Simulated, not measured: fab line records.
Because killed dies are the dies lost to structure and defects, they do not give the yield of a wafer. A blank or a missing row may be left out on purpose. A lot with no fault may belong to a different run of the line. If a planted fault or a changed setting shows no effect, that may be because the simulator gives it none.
Code-filled problem report in 8D (eight disciplines) form ; flow gf180mcu ; the parts of the form that need people (team, actions taken, sign-off) are left out

1. PROBLEM STATEMENT
stripTimeToEndpointS at GF_MVPSD_STRIP_10 reads a mean of 35.53 s on 6 wafers of 2 lots; wafers without a fault read 36.92 s with a standard deviation of 0.11. That puts it -13 standard deviations away from the usual mean.
The step: strips in O2/N2.
First observed at day 7 15:33: wafer L222.2, on plasmaAsher-03. At this step, 39 wafers from 13 lots have a number in the record. Rule for "out" (also "out of limits"): further than 4 standard deviations from the usual mean. The rest of the wafers with a number are treated as sound.

2. WHAT IT IS, WHAT IT ISN'T
question;is;is not
which readings at this step;stripTimeToEndpointS;drypumpMotorCurrentA, heaterPowerW
which lots;L222, L223;L212, L213, L215, L217, L219, L227, L228, L229, L230, L232, L234
which wafers of those lots;all that have a number;-
read on which tools;plasmaAsher-02, plasmaAsher-03;plasmaAsher-04
when;from day 7 15:33;"up to then (15 sound wafers); but 18 sound wafers of L227, L228, L229, L230, L232, L234 came after"

3. SUSPECTS, AND WHAT RULES EACH OUT
Counting: any tool at a process step up to the reading is kept as a suspect provided that every lot that is out went through it and no sound lot did after the first of them.
- lithoTrack-03 at GF_MVPSD_COAT_02 (resist thk 3000 nm): kept. It ran every lot that is out, first L222 (day 7 07:23), and no sound lot after that; its last sound lot up to then is L219 (day 6 13:16).
After counting, what remains is lithoTrack-03 at GF_MVPSD_COAT_02.

4. THE CAUSE (what the simulator had put in)
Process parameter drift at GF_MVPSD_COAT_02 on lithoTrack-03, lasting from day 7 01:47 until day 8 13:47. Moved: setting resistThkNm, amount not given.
After counting, this tool was the only one left.

5. THE CHAIN OF EFFECTS, in route order
Each row: a reading where the mean over the struck wafers with a number is more than 3 standard deviations away from the usual. Only readings for which the record gives a usual standard deviation are gone through. hours: the time from each lot's start at the first step in this table that gives one to its start at this step, as a median over the lots. sigmas: the change in usual standard deviations.
hours;step;reading;usual;on struck wafers;change;sigmas
0;GF_MVPSD_STRIP_10;stripTimeToEndpointS;36.92 s;35.53;-1.39;-13
The process steps in it:
- GF_MVPSD_STRIP_10: strips in O2/N2.
At these later measuring or inspecting steps, every struck wafer for which the step has a row has a number for every such reading, and none has moved that far: GF_VT_IMPLANT_OVL_MEAS_40.

6. HOW IT WOULD HAVE BEEN CAUGHT EARLIER
In this record the first reading out of limits was taken at day 7 15:33, 14 hours after the fault began at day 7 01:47.
By day 7 15:33, every lot that is out (2) had started GF_MVPSD_COAT_02 on lithoTrack-03. A hold on the tool at that time would have spared none of them.
